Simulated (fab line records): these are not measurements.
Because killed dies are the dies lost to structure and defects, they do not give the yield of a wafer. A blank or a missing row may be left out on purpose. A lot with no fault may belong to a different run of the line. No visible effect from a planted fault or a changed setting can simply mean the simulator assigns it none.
Which tool did it? + flow sky130 + 12 lots with 36 wafers sampled at 4 steps, on a route of 708 steps

## WHAT THE GAUGES READ, wafer by wafer
SKY_LDD_N_OVL_MEAS_07. Usual: for LDD_N_OVL the level is -0.1 nm and the standard deviation is 1.3.
| lot  | measured     | on         | LDD_N_OVL (nm) | flag |
|------|--------------|------------|----------------|------|
| L893 | day 17 14:47 | overlay-01 | -0.3 0.2 0.6   |      |
| L894 | day 17 21:00 | overlay-01 | -1.9 -0.3 -2.6 |      |
| L896 | day 18 17:44 | overlay-01 | -2.7 -1.7 -2.0 |      |
| L897 | day 19 06:19 | overlay-02 | 1.3 -2.3 0.8   |      |
| L902 | day 21 01:48 | overlay-02 | -0.5 -1.4 -1.1 |      |
| L903 | day 21 10:14 | overlay-02 | -1.1 -1.4 -1.4 |      |
| L905 | day 22 08:38 | overlay-02 | 0.5 2.2 2.3    |      |
| L906 | day 22 23:11 | overlay-02 | 1.6 2.5 3.0    |      |
| L909 | day 23 13:08 | overlay-01 | 2.5 -0.2 0.9   |      |
| L914 | day 25 09:24 | overlay-01 | 1.3 0.6 4.6    |      |
| L915 | day 25 20:26 | overlay-02 | -0.7 -0.4 -0.4 |      |
| L916 | day 26 08:11 | overlay-02 | -0.4 -1.1 -2.3 |      |

SKY_LDD_LDN_TW_MEAS_13. Usual: for LDD_LDN_TW the level is 1490 and the standard deviation is 14.
| lot  | measured     | on            | LDD_LDN_TW     | flag |
|------|--------------|---------------|----------------|------|
| L893 | day 22 19:07 | film-metro-04 | 1487 1489 1481 |      |
| L894 | day 23 00:50 | film-metro-01 | 1495 1501 1498 |      |
| L896 | day 23 22:16 | film-metro-01 | 1500 1500 1501 |      |
| L897 | day 24 09:35 | film-metro-04 | 1486 1491 1480 |      |
| L902 | day 26 03:31 | film-metro-01 | 1496 1495 1490 |      |
| L903 | day 26 12:05 | film-metro-04 | 1488 1494 1494 |      |
| L905 | day 27 09:15 | film-metro-01 | 1511 1501 1498 |      |
| L906 | day 27 23:18 | film-metro-02 | 1424 1429 1424 | OFF  |
| L909 | day 28 12:37 | film-metro-02 | 1427 1423 1427 | OFF  |
| L914 | day 30 08:52 | film-metro-01 | 1501 1494 1510 |      |
| L915 | day 30 17:17 | film-metro-01 | 1501 1499 1510 |      |
| L916 | day 31 05:10 | film-metro-01 | 1492 1503 1494 |      |

SKY_POLY_CUT_CD_MEAS_08: target cd 270 nm. Usual: cd-nm 269.8 nm, standard deviation 1.6.
| lot  | measured     | on        | cd-nm (nm)        | flag |
|------|--------------|-----------|-------------------|------|
| L893 | day 24 03:36 | cd-sem-01 | 268.8 268.4 269.1 |      |
| L894 | day 24 08:01 | cd-sem-02 | 270.4 270.3 268.3 |      |
| L896 | day 25 05:47 | cd-sem-02 | 270.9 268.9 269.9 |      |
| L897 | day 25 16:42 | cd-sem-01 | 271.1 271.3 270.6 |      |
| L902 | day 27 11:21 | cd-sem-01 | 270.3 269.3 269.8 |      |
| L903 | day 27 19:29 | cd-sem-01 | 269.5 267.9 268.0 |      |
| L905 | day 28 15:01 | cd-sem-01 | 271.5 271.2 272.7 |      |
| L906 | day 29 05:51 | cd-sem-01 | 268.7 268.9 269.0 |      |
| L909 | day 29 20:17 | cd-sem-01 | 268.7 269.6 269.1 |      |
| L914 | day 31 14:40 | cd-sem-02 | 270.5 270.2 269.1 |      |
| L915 | day 31 22:19 | cd-sem-02 | 267.6 269.1 268.9 |      |
| L916 | day 32 11:17 | cd-sem-01 | 271.8 271.9 272.7 |      |

## EACH LOT AND THE TOOL THAT RAN IT (in order: tool; ch and the chambers of the sampled wafers; start)
| lot  | SKY_LDD_LDN_IMPLANT_11          |
|------|---------------------------------|
| L893 | implanter-03 ch 0, day 22 18:52 |
| L894 | implanter-03 ch 0, day 23 00:37 |
| L896 | implanter-03 ch 0, day 23 22:01 |
| L897 | implanter-02 ch 0, day 24 09:21 |
| L902 | implanter-04 ch 0, day 26 03:16 |
| L903 | implanter-03 ch 0, day 26 11:50 |
| L905 | implanter-04 ch 0, day 27 09:01 |
| L906 | implanter-03 ch 0, day 27 23:04 |
| L909 | implanter-03 ch 0, day 28 12:22 |
| L914 | implanter-02 ch 0, day 30 08:40 |
| L915 | implanter-04 ch 0, day 30 17:03 |
| L916 | implanter-03 ch 0, day 31 04:55 |
- SKY_LDD_LDN_IMPLANT_11

## AS READ BY THE TOOLS THEMSELVES (means over the sampled wafers that have a number; for cases with no such wafer, the mark the record gives instead)
SKY_LDD_LDN_IMPLANT_11. Usual: dose-ions-cm2 1.2498e+13, standard deviation 1.3e+10; faraday-current-uA 70.4, standard deviation 1.4.
| lot  | tool         | dose-ions-cm2 | faraday-current-uA | flag |
|------|--------------|---------------|--------------------|------|
| L893 | implanter-03 | 1.2482e+13    | 69.1               |      |
| L894 | implanter-03 | 1.2485e+13    | 69.7               |      |
| L896 | implanter-03 | 1.2510e+13    | 70.1               |      |
| L897 | implanter-02 | 1.2489e+13    | 70.2               |      |
| L902 | implanter-04 | 1.2489e+13    | 70.5               |      |
| L903 | implanter-03 | 1.2498e+13    | 70.4               |      |
| L905 | implanter-04 | 1.2494e+13    | 70.4               |      |
| L906 | implanter-03 | 7.6790e+12    | 43.0               | OFF  |
| L909 | implanter-03 | 7.7033e+12    | 43.5               | OFF  |
| L914 | implanter-02 | 1.2501e+13    | 69.1               |      |
| L915 | implanter-04 | 1.2490e+13    | 71.4               |      |
| L916 | implanter-03 | 1.2500e+13    | 71.3               |      |

## THE ANSWER, worked out from the rows above alone
Rule: a lot counts as off when the mean over its wafers that have a number is more than 3 standard deviations away from the usual mean. A lot without any number at a reading at which 4 lots or more have one is off too. Where the step has rows for the other lots, those lots are counted as sound. After the gauges, taken in route order, come the tools' own readings; for these a lot's mean is taken, as printed above. The first step at which some lot is off is used, and at that step the reading that is off furthest; a lot without a number counts as furthest.
Off: at SKY_LDD_LDN_TW_MEAS_13 (LDD_LDN_TW), L906, L909.
A tool fits if, at a process step before that reading, it ran every lot that is off, and no sound lot after the first of them. Not tried: the gauges at SKY_LDD_LDN_TW_MEAS_13; whatever is off there is also off at SKY_LDD_LDN_IMPLANT_11, on other tools, and gauge error can't account for it. Of those tried, none fits.

## WHAT THE SIMULATOR HAD PUT IN
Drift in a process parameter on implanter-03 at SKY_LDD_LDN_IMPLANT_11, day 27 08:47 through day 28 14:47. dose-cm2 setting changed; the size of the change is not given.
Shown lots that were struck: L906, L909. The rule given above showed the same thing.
